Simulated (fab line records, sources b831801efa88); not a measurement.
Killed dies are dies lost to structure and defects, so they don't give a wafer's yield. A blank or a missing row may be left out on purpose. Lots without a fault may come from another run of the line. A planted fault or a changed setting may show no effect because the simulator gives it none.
Which tool did it? | flow gf180mcu | 14 lots, 42 wafers sampled, at 5 steps of a route of 602

WHAT THE GAUGES READ, wafer by wafer
GF_MVPSD_TW_MEAS_11. Usual: MVPSD_TW 554, standard deviation 3.6.
lot  | measured     | on            | MVPSD_TW    | flag
L216 | day 5 00:25  | film_metro-01 | 554 557 556 |
L218 | day 5 14:04  | film_metro-04 | 551 551 551 |
L219 | day 5 19:22  | film_metro-04 | 550 550 552 |
L220 | day 6 01:28  | film_metro-04 | 550 549 548 |
L221 | day 6 07:40  | film_metro-01 | 559 557 557 |
L223 | day 6 17:55  | film_metro-02 | 30 30 31    | OFF
L224 | day 7 00:58  | film_metro-04 | 30 30 30    | OFF
L231 | day 8 17:08  | film_metro-02 | 559 558 558 |
L232 | day 9 00:54  | film_metro-02 | 560 560 560 |
L234 | day 9 18:10  | film_metro-04 | 554 554 553 |
L235 | day 9 18:37  | film_metro-01 | 557 559 560 |
L236 | day 10 00:34 | film_metro-01 | 557 560 558 |
L237 | day 10 06:46 | film_metro-01 | 556 557 557 |
L239 | day 10 19:16 | film_metro-04 | 551 552 550 |

GF_HV_LDD_TW_MEAS_50. Usual: HV_LDD_4_TW 573, standard deviation 3.7.
lot  | measured     | on            | HV_LDD_4_TW | flag
L216 | day 12 08:33 | film_metro-01 | 572 577 578 |
L218 | day 13 01:43 | film_metro-02 | 575 576 577 |
L219 | day 13 16:29 | film_metro-01 | 578 575 576 |
L220 | day 13 23:52 | film_metro-01 | 578 577 575 |
L221 | day 14 03:20 | film_metro-01 | 579 573 571 |
L223 | day 14 15:48 | film_metro-02 | 576 578 576 |
L224 | day 15 01:35 | film_metro-02 | 575 575 575 |
L231 | day 17 08:22 | film_metro-02 | 578 579 576 |
L232 | day 17 20:13 | film_metro-04 | 570 569 569 |
L234 | day 18 21:34 | film_metro-04 | 568 570 568 |
L235 | day 18 22:24 | film_metro-01 | 575 568 573 |
L236 | day 19 04:11 | film_metro-02 | 575 578 573 |
L237 | day 19 10:02 | film_metro-02 | 574 574 573 |
L239 | day 20 05:22 | film_metro-01 | 575 574 573 |

GF_PSD_RS_MEAS_14: measures by four-point-probe. Usual: NSD_RS 46.24 ohm/sq, standard deviation 0.083.
lot  | measured     | on            | NSD_RS (ohm/sq)   | flag
L216 | day 14 08:45 | film_metro-04 | 46.30 46.13 46.34 |
L218 | day 14 22:07 | film_metro-01 | 46.12 46.20 46.11 |
L219 | day 15 13:32 | film_metro-01 | 46.16 46.22 46.10 |
L220 | day 15 23:01 | film_metro-03 | 46.45 46.38 46.30 |
L221 | day 16 02:17 | film_metro-01 | 46.16 46.21 46.22 |
L223 | day 16 15:00 | film_metro-03 | 46.22 46.27 46.29 |
L224 | day 17 01:25 | film_metro-01 | 46.30 46.14 46.26 |
L231 | day 19 13:13 | film_metro-03 | 46.16 46.15 46.21 |
L232 | day 20 01:13 | film_metro-04 | 46.36 46.26 46.33 |
L234 | day 21 02:20 | film_metro-01 | 46.20 46.17 46.12 |
L235 | day 21 08:08 | film_metro-03 | 46.20 46.14 46.25 |
L236 | day 21 08:26 | film_metro-01 | 46.08 46.26 46.27 |
L237 | day 21 13:42 | film_metro-04 | 46.23 46.27 46.21 |
L239 | day 22 08:52 | film_metro-01 | 46.26 46.36 46.36 |

WHICH TOOL RAN EACH LOT (tool, then ch and the chambers of the sampled wafers, then the start)
lot  | GF_MVSD_STRIP_10                     | GF_MVPSD_STRIP_10
L216 | plasma_asher-01 ch 0, day 4 09:46    | plasma_asher-02 ch 0,1, day 5 00:18
L218 | plasma_asher-04 ch 0,1, day 4 23:40  | plasma_asher-03 ch 0,1, day 5 13:58
L219 | plasma_asher-02 ch 0, day 5 04:58    | plasma_asher-03 ch 0,1, day 5 19:15
L220 | plasma_asher-01 ch 1, day 5 10:34    | plasma_asher-02 ch 0,1, day 6 01:22
L221 | plasma_asher-01 ch 0,1, day 5 16:04  | plasma_asher-02 ch 0,1, day 6 07:34
L223 | plasma_asher-02 ch 0,1, day 6 02:44  | plasma_asher-03 ch 0,1, day 6 17:50
L224 | plasma_asher-04 ch 0,1, day 6 08:36  | plasma_asher-01 ch 0,1, day 7 00:53
L231 | plasma_asher-02 ch 0,1, day 8 00:27  | plasma_asher-01 ch 0,1, day 8 17:04
L232 | plasma_asher-01 ch 0,1, day 8 08:07  | plasma_asher-03 ch 0,1, day 9 00:48
L234 | plasma_asher-02 ch 0,1, day 9 00:37  | plasma_asher-03 ch 0,1, day 9 18:04
L235 | plasma_asher-04 ch 0,1, day 9 00:58  | plasma_asher-03 ch 0,1, day 9 18:31
L236 | plasma_asher-04 ch 0,1, day 9 06:19  | plasma_asher-01 ch 0,1, day 10 00:28
L237 | plasma_asher-02 ch 1, day 9 12:43    | plasma_asher-02 ch 0,1, day 10 06:40
L239 | plasma_asher-04 ch 0,1, day 10 00:40 | plasma_asher-02 ch 0,1, day 10 19:10
- GF_MVSD_STRIP_10: strips in O2/N2.
- GF_MVPSD_STRIP_10: strips in O2/N2.

WHAT THE TOOLS THEMSELVES READ (means of the sampled wafers that have a number; where no wafer has one, the mark that the record gives instead)
GF_MVSD_STRIP_10. Usual: chamber_pressure_mTorr 1499.9 mTorr, standard deviation 1.4; drypump_motor_current_A 5.5 A, standard deviation 0.59; heater_power_w 350 W, standard deviation 35; o2_flow_sccm 3001 sccm, standard deviation 10; oes_product_au 0.722 a.u., standard deviation 0.0046; strip_time_to_endpoint_s 37.00 s, standard deviation 0.083.
lot  | tool            | chamber_pressure_mTorr (mTorr) | drypump_motor_current_A (A) | heater_power_w (W) | o2_flow_sccm (sccm) | oes_product_au (a.u.) | strip_time_to_endpoint_s (s) | flag
L216 | plasma_asher-01 | 1501.1                         | 5.9                         | 378                | 2997                | 0.723                 | 37.02                        |
L218 | plasma_asher-04 | 1499.7                         | 5.3                         | 382                | 3009                | 0.722                 | 36.89                        |
L219 | plasma_asher-02 | 1499.5                         | 6.3                         | 347                | 3006                | 0.722                 | 37.04                        |
L220 | plasma_asher-01 | 1499.4                         | 4.9                         | 338                | 2993                | 0.723                 | 36.95                        |
L221 | plasma_asher-01 | 1502.5                         | 5.6                         | 358                | 2989                | 0.725                 | 37.08                        |
L223 | plasma_asher-02 | -                              | -                           | -                  | -                   | -                     | -                            | OFF
L224 | plasma_asher-04 | -                              | -                           | -                  | -                   | -                     | -                            | OFF
L231 | plasma_asher-02 | 1500.3                         | 6.2                         | 323                | 3003                | 0.725                 | 37.07                        |
L232 | plasma_asher-01 | 1500.6                         | 5.6                         | 367                | 2999                | 0.720                 | 37.08                        |
L234 | plasma_asher-02 | 1500.9                         | 6.0                         | 322                | 2994                | 0.723                 | 37.04                        |
L235 | plasma_asher-04 | 1498.9                         | 5.3                         | 381                | 2994                | 0.719                 | 37.02                        |
L236 | plasma_asher-04 | 1500.8                         | 5.0                         | 346                | 3004                | 0.727                 | 37.03                        |
L237 | plasma_asher-02 | 1499.6                         | 5.9                         | 325                | 3013                | 0.722                 | 37.08                        |
L239 | plasma_asher-04 | 1500.4                         | 5.3                         | 382                | 3004                | 0.722                 | 36.94                        |

GF_MVPSD_STRIP_10. Usual: chamber_pressure_mTorr 1499.8 mTorr, standard deviation 1.3; drypump_motor_current_A 5.6 A, standard deviation 0.52; heater_power_w 330 W, standard deviation 27; o2_flow_sccm 3000 sccm, standard deviation 8.7; oes_product_au 0.722 a.u., standard deviation 0.0045; strip_time_to_endpoint_s 37.02 s, standard deviation 0.11.
lot  | tool            | chamber_pressure_mTorr (mTorr) | drypump_motor_current_A (A) | heater_power_w (W) | o2_flow_sccm (sccm) | oes_product_au (a.u.) | strip_time_to_endpoint_s (s) | flag
L216 | plasma_asher-02 | 1499.1                         | 6.2                         | 331                | 3009                | 0.718                 | 37.10                        |
L218 | plasma_asher-03 | 1500.2                         | 5.6                         | 308                | 2997                | 0.717                 | 36.87                        |
L219 | plasma_asher-03 | 1499.7                         | 5.2                         | 328                | 2996                | 0.726                 | 36.93                        |
L220 | plasma_asher-02 | 1500.3                         | 6.2                         | 324                | 3002                | 0.724                 | 36.98                        |
L221 | plasma_asher-02 | 1500.9                         | 6.0                         | 318                | 2995                | 0.724                 | 37.11                        |
L223 | plasma_asher-03 | 1499.0                         | 5.6                         | 311                | 3008                | 0.737                 | 81.05                        | OFF
L224 | plasma_asher-01 | 1500.8                         | 5.2                         | 348                | 3008                | 0.739                 | 81.26                        | OFF
L231 | plasma_asher-01 | 1501.2                         | 5.2                         | 351                | 2999                | 0.721                 | 37.16                        |
L232 | plasma_asher-03 | 1501.2                         | 5.6                         | 310                | 2994                | 0.724                 | 37.16                        |
L234 | plasma_asher-03 | 1500.3                         | 5.2                         | 328                | 3000                | 0.726                 | 37.09                        |
L235 | plasma_asher-03 | 1499.8                         | 5.5                         | 310                | 2993                | 0.724                 | 37.07                        |
L236 | plasma_asher-01 | 1500.9                         | 5.6                         | 363                | 3006                | 0.723                 | 37.04                        |
L237 | plasma_asher-02 | 1498.8                         | 6.2                         | 322                | 3011                | 0.721                 | 37.06                        |
L239 | plasma_asher-02 | 1499.2                         | 6.0                         | 331                | 2995                | 0.718                 | 36.82                        |

THE ANSWER, worked out from the rows above alone
Rule: a lot is off if the mean of its wafers that have a number lies more than 3 standard deviations from the usual mean. A lot without any number at a reading at which 4 lots or more have one is off too. The other lots that the step has rows for count as sound. The gauges are gone through in route order, then the tools' own readings, and for those a lot's mean is taken as printed above. The first step at which some lot is off is used, and at that step the reading that is off furthest; a lot without a number counts as furthest.
Off: L223, L224, at GF_MVPSD_TW_MEAS_11 (MVPSD_TW).
A tool fits if, at a process step before that reading, it ran every lot that is off, and no sound lot after the first of them. The gauges at GF_MVPSD_TW_MEAS_11 aren't tried: what is off there is off at GF_MVSD_STRIP_10 too, on other tools, and a gauge's error can't cause that. None of those tried fits.

WHAT THE SIMULATOR HAD PUT IN
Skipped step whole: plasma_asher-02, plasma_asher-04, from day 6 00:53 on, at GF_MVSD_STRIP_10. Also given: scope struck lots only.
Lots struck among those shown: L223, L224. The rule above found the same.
